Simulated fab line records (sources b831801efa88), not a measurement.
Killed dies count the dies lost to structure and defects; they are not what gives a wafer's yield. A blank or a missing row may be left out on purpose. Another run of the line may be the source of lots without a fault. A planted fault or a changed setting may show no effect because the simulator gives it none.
Which of the tools did it? / flow gf180mcu / 72 wafers from 24 lots sampled at 5 of the route's 602 steps

## WHAT EACH GAUGE READ, for each wafer
GF_V3_THK_MEAS_25: measures by xrf.
lot=L074; measured=day 21 22:07; on=filmMetro-04; V3_W_THK (nm)=347 364 361
lot=L075; measured=day 23 06:07; on=filmMetro-02; V3_W_THK (nm)=350 344 348
lot=L076; measured=day 23 21:50; on=filmMetro-04; V3_W_THK (nm)=362 350 361
lot=L077; measured=day 23 22:38; on=filmMetro-02; V3_W_THK (nm)=351 352 342
lot=L078; measured=day 24 12:56; on=filmMetro-02; V3_W_THK (nm)=350 354 346
lot=L079; measured=day 24 23:48; on=filmMetro-02; V3_W_THK (nm)=359 346 364
lot=L081; measured=day 25 06:15; on=filmMetro-04; V3_W_THK (nm)=346 351 351
lot=L080; measured=day 25 06:17; on=filmMetro-03; V3_W_THK (nm)=368 351 348
lot=L082; measured=day 25 17:12; on=filmMetro-04; V3_W_THK (nm)=368 367 365
lot=L083; measured=day 25 18:58; on=filmMetro-02; V3_W_THK (nm)=344 340 342
lot=L084; measured=day 26 12:34; on=filmMetro-03; V3_W_THK (nm)=352 352 355
lot=L085; measured=day 26 21:08; on=filmMetro-02; V3_W_THK (nm)=348 344 341
lot=L087; measured=day 27 01:10; on=filmMetro-03; V3_W_THK (nm)=367 347 363
lot=L086; measured=day 27 02:26; on=filmMetro-04; V3_W_THK (nm)=346 350 351
lot=L088; measured=day 27 16:56; on=filmMetro-02; V3_W_THK (nm)=336 351 356
lot=L089; measured=day 28 01:38; on=filmMetro-02; V3_W_THK (nm)=342 355 341
lot=L090; measured=day 28 02:20; on=filmMetro-04; V3_W_THK (nm)=360 350 354
lot=L091; measured=day 28 04:14; on=filmMetro-02; V3_W_THK (nm)=346 348 346
lot=L092; measured=day 28 19:24; on=filmMetro-02; V3_W_THK (nm)=352 338 355
lot=L093; measured=day 28 20:19; on=filmMetro-04; V3_W_THK (nm)=338 357 362
lot=L094; measured=day 29 01:31; on=filmMetro-04; V3_W_THK (nm)=347 345 362
lot=L095; measured=day 29 10:44; on=filmMetro-02; V3_W_THK (nm)=346 349 353
lot=L096; measured=day 29 13:18; on=filmMetro-02; V3_W_THK (nm)=352 350 344
lot=L097; measured=day 29 18:55; on=filmMetro-03; V3_W_THK (nm)=351 347 350

GF_V5_THK_MEAS_01.
lot=L074; measured=day 26 00:10; on=filmMetro-03; V5_CVD_00_THK (nm)=301 305 298
lot=L075; measured=day 27 00:34; on=filmMetro-04; V5_CVD_00_THK (nm)=300 306 306
lot=L076; measured=day 27 14:43; on=filmMetro-02; V5_CVD_00_THK (nm)=301 296 301
lot=L077; measured=day 27 16:35; on=filmMetro-04; V5_CVD_00_THK (nm)=301 297 300
lot=L078; measured=day 28 03:57; on=filmMetro-03; V5_CVD_00_THK (nm)=300 302 305
lot=L079; measured=day 28 13:16; on=filmMetro-04; V5_CVD_00_THK (nm)=298 297 300
lot=L081; measured=day 28 20:26; on=filmMetro-02; V5_CVD_00_THK (nm)=300 301 300
lot=L080; measured=day 28 21:07; on=filmMetro-03; V5_CVD_00_THK (nm)=305 301 300
lot=L082; measured=day 29 05:38; on=filmMetro-03; V5_CVD_00_THK (nm)=298 295 299
lot=L083; measured=day 29 06:46; on=filmMetro-04; V5_CVD_00_THK (nm)=298 303 299
lot=L084; measured=day 30 00:29; on=filmMetro-04; V5_CVD_00_THK (nm)=298 298 296
lot=L085; measured=day 30 06:30; on=filmMetro-04; V5_CVD_00_THK (nm)=302 307 304
lot=L087; measured=day 30 11:11; on=filmMetro-03; V5_CVD_00_THK (nm)=310 302 306
lot=L086; measured=day 30 12:11; on=filmMetro-02; V5_CVD_00_THK (nm)=299 293 293
lot=L088; measured=day 31 01:46; on=filmMetro-02; V5_CVD_00_THK (nm)=294 294 297
lot=L089; measured=day 31 10:07; on=filmMetro-02; V5_CVD_00_THK (nm)=295 310 301
lot=L090; measured=day 31 10:13; on=filmMetro-03; V5_CVD_00_THK (nm)=297 298 299
lot=L091; measured=day 31 12:04; on=filmMetro-03; V5_CVD_00_THK (nm)=305 300 299
lot=L092; measured=day 31 21:53; on=filmMetro-04; V5_CVD_00_THK (nm)=298 300 296
lot=L093; measured=day 31 22:04; on=filmMetro-02; V5_CVD_00_THK (nm)=310 305 306
lot=L094; measured=day 31 23:22; on=filmMetro-03; V5_CVD_00_THK (nm)=301 304 301
lot=L095; measured=day 32 02:32; on=filmMetro-02; V5_CVD_00_THK (nm)=300 299 299
lot=L096; measured=day 32 03:02; on=filmMetro-04; V5_CVD_00_THK (nm)=298 300 309
lot=L097; measured=day 33 00:00; on=filmMetro-03; V5_CVD_00_THK (nm)=305 309 303

## WHAT TOOL EACH LOT RAN ON (gives the tool, then ch and the chambers of the sampled wafers, and finally the start)
lot=L074; GF_V3_SPUTTER_22=pvdSputter-04, day 21 21:51; GF_V4_ETCH_16=rieDiel-02 ch 1,2,3, day 23 22:28; GF_MIM_SPUTTER_08=pvdSputter-01, day 24 00:24
lot=L075; GF_V3_SPUTTER_22=pvdSputter-02, day 23 05:41; GF_V4_ETCH_16=rieDiel-02 ch 0,1,2, day 25 04:17; GF_MIM_SPUTTER_08=pvdSputter-02, day 25 05:59
lot=L076; GF_V3_SPUTTER_22=pvdSputter-01, day 23 21:33; GF_V4_ETCH_16=rieDiel-03 ch 0,1,2, day 25 18:41; GF_MIM_SPUTTER_08=pvdSputter-03, day 25 20:32
lot=L077; GF_V3_SPUTTER_22=pvdSputter-01, day 23 22:22; GF_V4_ETCH_16=rieDiel-04 ch 0,2, day 25 19:41; GF_MIM_SPUTTER_08=pvdSputter-03, day 25 21:33
lot=L078; GF_V3_SPUTTER_22=pvdSputter-02, day 24 12:40; GF_V4_ETCH_16=rieDiel-02 ch 1,3, day 26 09:02; GF_MIM_SPUTTER_08=pvdSputter-02, day 26 10:47
lot=L079; GF_V3_SPUTTER_22=pvdSputter-02, day 24 23:31; GF_V4_ETCH_16=rieDiel-04 ch 0,2,3, day 26 19:20; GF_MIM_SPUTTER_08=pvdSputter-03, day 26 21:02
lot=L081; GF_V3_SPUTTER_22=pvdSputter-04, day 25 05:58; GF_V4_ETCH_16=rieDiel-03 ch 0,1,3, day 27 01:44; GF_MIM_SPUTTER_08=pvdSputter-03, day 27 03:35
lot=L080; GF_V3_SPUTTER_22=pvdSputter-01, day 25 06:01; GF_V4_ETCH_16=rieDiel-04 ch 0,1,2, day 27 02:26; GF_MIM_SPUTTER_08=pvdSputter-01, day 27 04:11
lot=L082; GF_V3_SPUTTER_22=pvdSputter-04, day 25 16:47; GF_V4_ETCH_16=rieDiel-02 ch 2,3, day 27 11:28; GF_MIM_SPUTTER_08=pvdSputter-03, day 27 13:29
lot=L083; GF_V3_SPUTTER_22=pvdSputter-02, day 25 18:41; GF_V4_ETCH_16=rieDiel-03 ch 0,3, day 27 13:35; GF_MIM_SPUTTER_08=pvdSputter-03, day 27 15:23
lot=L084; GF_V3_SPUTTER_22=pvdSputter-02, day 26 12:16; GF_V4_ETCH_16=rieDiel-02 ch 0,1,3, day 28 07:14; GF_MIM_SPUTTER_08=pvdSputter-01, day 28 08:58
lot=L085; GF_V3_SPUTTER_22=pvdSputter-01, day 26 20:52; GF_V4_ETCH_16=rieDiel-02 ch 0,1,2, day 28 13:38; GF_MIM_SPUTTER_08=pvdSputter-02, day 28 15:20
lot=L087; GF_V3_SPUTTER_22=pvdSputter-01, day 27 00:53; GF_V4_ETCH_16=rieDiel-04 ch 1,2,3, day 28 18:41; GF_MIM_SPUTTER_08=pvdSputter-02, day 28 20:24
lot=L086; GF_V3_SPUTTER_22=pvdSputter-01, day 27 02:08; GF_V4_ETCH_16=rieDiel-02 ch 1,2,3, day 28 19:20; GF_MIM_SPUTTER_08=pvdSputter-02, day 28 21:03
lot=L088; GF_V3_SPUTTER_22=pvdSputter-01, day 27 16:40; GF_V4_ETCH_16=rieDiel-03 ch 0,2, day 29 09:51; GF_MIM_SPUTTER_08=pvdSputter-01, day 29 11:34
lot=L089; GF_V3_SPUTTER_22=pvdSputter-04, day 28 01:21; GF_V4_ETCH_16=rieDiel-02 ch 0,2,3, day 29 18:13; GF_MIM_SPUTTER_08=pvdSputter-03, day 29 19:55
lot=L090; GF_V3_SPUTTER_22=pvdSputter-04, day 28 02:03; GF_V4_ETCH_16=rieDiel-02 ch 1,2,3, day 29 18:39; GF_MIM_SPUTTER_08=pvdSputter-01, day 29 20:31
lot=L091; GF_V3_SPUTTER_22=pvdSputter-02, day 28 03:57; GF_V4_ETCH_16=rieDiel-02 ch 0,1,3, day 29 20:56; GF_MIM_SPUTTER_08=pvdSputter-01, day 29 22:38
lot=L092; GF_V3_SPUTTER_22=pvdSputter-04, day 28 19:06; GF_V4_ETCH_16=rieDiel-03 ch 0,1, day 30 10:38; GF_MIM_SPUTTER_08=pvdSputter-01, day 30 12:22
lot=L093; GF_V3_SPUTTER_22=pvdSputter-02, day 28 20:03; GF_V4_ETCH_16=rieDiel-02 ch 0,1,3, day 30 12:02; GF_MIM_SPUTTER_08=pvdSputter-01, day 30 13:46
lot=L094; GF_V3_SPUTTER_22=pvdSputter-02, day 29 01:15; GF_V4_ETCH_16=rieDiel-02 ch 0,1,2, day 30 17:29; GF_MIM_SPUTTER_08=pvdSputter-03, day 30 19:12
lot=L095; GF_V3_SPUTTER_22=pvdSputter-02, day 29 10:27; GF_V4_ETCH_16=rieDiel-04 ch 1,2, day 31 02:26; GF_MIM_SPUTTER_08=pvdSputter-01, day 31 04:09
lot=L096; GF_V3_SPUTTER_22=pvdSputter-02, day 29 13:01; GF_V4_ETCH_16=rieDiel-02 ch 1,2,3, day 31 04:56; GF_MIM_SPUTTER_08=pvdSputter-02, day 31 06:44
lot=L097; GF_V3_SPUTTER_22=pvdSputter-04, day 29 18:39; GF_V4_ETCH_16=rieDiel-04 ch 1,2,3, day 31 10:13; GF_MIM_SPUTTER_08=pvdSputter-02, day 32 08:38
- GF_V3_SPUTTER_22: material TiN, target thk 10 nm, time 40 s.
- GF_V4_ETCH_16: etches BARC in N2/H2.
- GF_MIM_SPUTTER_08: material AlCu, target thk 200 nm, time 10.6 s.

## AS READ BY THE TOOLS THEMSELVES (means over the sampled wafers that have a number; for cases with no such wafer, the mark the record gives instead)
GF_V3_SPUTTER_22.
lot=L074; tool=pvdSputter-04; throttleValvePct (%)=30.2
lot=L075; tool=pvdSputter-02; throttleValvePct (%)=31.1
lot=L076; tool=pvdSputter-01; throttleValvePct (%)=29.8
lot=L077; tool=pvdSputter-01; throttleValvePct (%)=30.1
lot=L078; tool=pvdSputter-02; throttleValvePct (%)=30.7
lot=L079; tool=pvdSputter-02; throttleValvePct (%)=30.7
lot=L081; tool=pvdSputter-04; throttleValvePct (%)=29.9
lot=L080; tool=pvdSputter-01; throttleValvePct (%)=29.7
lot=L082; tool=pvdSputter-04; throttleValvePct (%)=30.6
lot=L083; tool=pvdSputter-02; throttleValvePct (%)=30.7
lot=L084; tool=pvdSputter-02; throttleValvePct (%)=31.5
lot=L085; tool=pvdSputter-01; throttleValvePct (%)=29.3
lot=L087; tool=pvdSputter-01; throttleValvePct (%)=29.5
lot=L086; tool=pvdSputter-01; throttleValvePct (%)=29.2
lot=L088; tool=pvdSputter-01; throttleValvePct (%)=29.5
lot=L089; tool=pvdSputter-04; throttleValvePct (%)=29.7
lot=L090; tool=pvdSputter-04; throttleValvePct (%)=29.5
lot=L091; tool=pvdSputter-02; throttleValvePct (%)=30.0
lot=L092; tool=pvdSputter-04; throttleValvePct (%)=30.4
lot=L093; tool=pvdSputter-02; throttleValvePct (%)=29.9
lot=L094; tool=pvdSputter-02; throttleValvePct (%)=30.3
lot=L095; tool=pvdSputter-02; throttleValvePct (%)=30.7
lot=L096; tool=pvdSputter-02; throttleValvePct (%)=30.5
lot=L097; tool=pvdSputter-04; throttleValvePct (%)=30.5

GF_V4_ETCH_16.
lot=L074; tool=rieDiel-02; drypumpMotorCurrentA (A)=5.4; oesProductAu (a.u.)=0.858; throttleValvePct (%)=13.230
lot=L075; tool=rieDiel-02; drypumpMotorCurrentA (A)=5.8; oesProductAu (a.u.)=0.856; throttleValvePct (%)=13.222
lot=L076; tool=rieDiel-03; drypumpMotorCurrentA (A)=5.5; oesProductAu (a.u.)=0.851; throttleValvePct (%)=13.221
lot=L077; tool=rieDiel-04; drypumpMotorCurrentA (A)=5.8; oesProductAu (a.u.)=0.853; throttleValvePct (%)=13.225
lot=L078; tool=rieDiel-02; drypumpMotorCurrentA (A)=5.6; oesProductAu (a.u.)=0.855; throttleValvePct (%)=13.223
lot=L079; tool=rieDiel-04; drypumpMotorCurrentA (A)=5.5; oesProductAu (a.u.)=0.855; throttleValvePct (%)=13.216
lot=L081; tool=rieDiel-03; drypumpMotorCurrentA (A)=5.7; oesProductAu (a.u.)=0.856; throttleValvePct (%)=13.226
lot=L080; tool=rieDiel-04; drypumpMotorCurrentA (A)=5.7; oesProductAu (a.u.)=0.854; throttleValvePct (%)=13.221
lot=L082; tool=rieDiel-02; drypumpMotorCurrentA (A)=5.3; oesProductAu (a.u.)=0.860; throttleValvePct (%)=13.218
lot=L083; tool=rieDiel-03; drypumpMotorCurrentA (A)=5.2; oesProductAu (a.u.)=0.855; throttleValvePct (%)=13.229
lot=L084; tool=rieDiel-02; drypumpMotorCurrentA (A)=5.7; oesProductAu (a.u.)=0.853; throttleValvePct (%)=13.229
lot=L085; tool=rieDiel-02; drypumpMotorCurrentA (A)=5.7; oesProductAu (a.u.)=0.853; throttleValvePct (%)=13.222
lot=L087; tool=rieDiel-04; drypumpMotorCurrentA (A)=5.6; oesProductAu (a.u.)=0.853; throttleValvePct (%)=13.221
lot=L086; tool=rieDiel-02; drypumpMotorCurrentA (A)=5.4; oesProductAu (a.u.)=0.854; throttleValvePct (%)=13.223
lot=L088; tool=rieDiel-03; drypumpMotorCurrentA (A)=5.1; oesProductAu (a.u.)=0.853; throttleValvePct (%)=13.222
lot=L089; tool=rieDiel-02; drypumpMotorCurrentA (A)=5.5; oesProductAu (a.u.)=0.848; throttleValvePct (%)=13.223
lot=L090; tool=rieDiel-02; drypumpMotorCurrentA (A)=5.5; oesProductAu (a.u.)=0.853; throttleValvePct (%)=13.228
lot=L091; tool=rieDiel-02; drypumpMotorCurrentA (A)=5.7; oesProductAu (a.u.)=0.855; throttleValvePct (%)=13.226
lot=L092; tool=rieDiel-03; drypumpMotorCurrentA (A)=5.8; oesProductAu (a.u.)=0.854; throttleValvePct (%)=13.224
lot=L093; tool=rieDiel-02; drypumpMotorCurrentA (A)=5.6; oesProductAu (a.u.)=0.857; throttleValvePct (%)=13.219
lot=L094; tool=rieDiel-02; drypumpMotorCurrentA (A)=5.7; oesProductAu (a.u.)=0.852; throttleValvePct (%)=13.221
lot=L095; tool=rieDiel-04; drypumpMotorCurrentA (A)=6.0; oesProductAu (a.u.)=0.857; throttleValvePct (%)=13.226
lot=L096; tool=rieDiel-02; drypumpMotorCurrentA (A)=5.5; oesProductAu (a.u.)=0.854; throttleValvePct (%)=13.218
lot=L097; tool=rieDiel-04; drypumpMotorCurrentA (A)=5.6; oesProductAu (a.u.)=0.851; throttleValvePct (%)=13.226

GF_MIM_SPUTTER_08.
lot=L074; tool=pvdSputter-01; throttleValvePct (%)=29.4
lot=L075; tool=pvdSputter-02; throttleValvePct (%)=30.1
lot=L076; tool=pvdSputter-03; throttleValvePct (%)=29.5
lot=L077; tool=pvdSputter-03; throttleValvePct (%)=28.4
lot=L078; tool=pvdSputter-02; throttleValvePct (%)=30.3
lot=L079; tool=pvdSputter-03; throttleValvePct (%)=28.7
lot=L081; tool=pvdSputter-03; throttleValvePct (%)=29.2
lot=L080; tool=pvdSputter-01; throttleValvePct (%)=29.8
lot=L082; tool=pvdSputter-03; throttleValvePct (%)=29.4
lot=L083; tool=pvdSputter-03; throttleValvePct (%)=29.4
lot=L084; tool=pvdSputter-01; throttleValvePct (%)=29.6
lot=L085; tool=pvdSputter-02; throttleValvePct (%)=30.7
lot=L087; tool=pvdSputter-02; throttleValvePct (%)=29.6
lot=L086; tool=pvdSputter-02; throttleValvePct (%)=30.7
lot=L088; tool=pvdSputter-01; throttleValvePct (%)=29.3
lot=L089; tool=pvdSputter-03; throttleValvePct (%)=29.3
lot=L090; tool=pvdSputter-01; throttleValvePct (%)=29.6
lot=L091; tool=pvdSputter-01; throttleValvePct (%)=29.3
lot=L092; tool=pvdSputter-01; throttleValvePct (%)=29.5
lot=L093; tool=pvdSputter-01; throttleValvePct (%)=28.9
lot=L094; tool=pvdSputter-03; throttleValvePct (%)=29.6
lot=L095; tool=pvdSputter-01; throttleValvePct (%)=29.2
lot=L096; tool=pvdSputter-02; throttleValvePct (%)=30.7
lot=L097; tool=pvdSputter-02; throttleValvePct (%)=29.9

## THE ANSWER, worked out from the rows above alone
Rule: what is usual is taken from the lots themselves. Put in order of their means at a reading, lots are off if they are a third of the lots or fewer, leave a main group of 4 or more, and stand apart from it by a gap of 3 or more times the standard deviation of the main group's means; of several such gaps the widest counts. A main group is skipped when, at the precision printed for the reading in the tables above, its means are all equal. Also off: a lot with no number at a reading for which 4 or more lots have one. The other lots that the step has rows for count as sound. After the gauges, taken in route order, come the tools' own readings; for these a lot's mean is taken, as printed above. The first step at which some lot is off is used, and at that step the reading that is off furthest; a lot without a number counts as furthest.
Across all readings shown, no lot is off: no conclusion can be drawn from this.

## WHAT HAD BEEN PUT IN BY THE SIMULATOR
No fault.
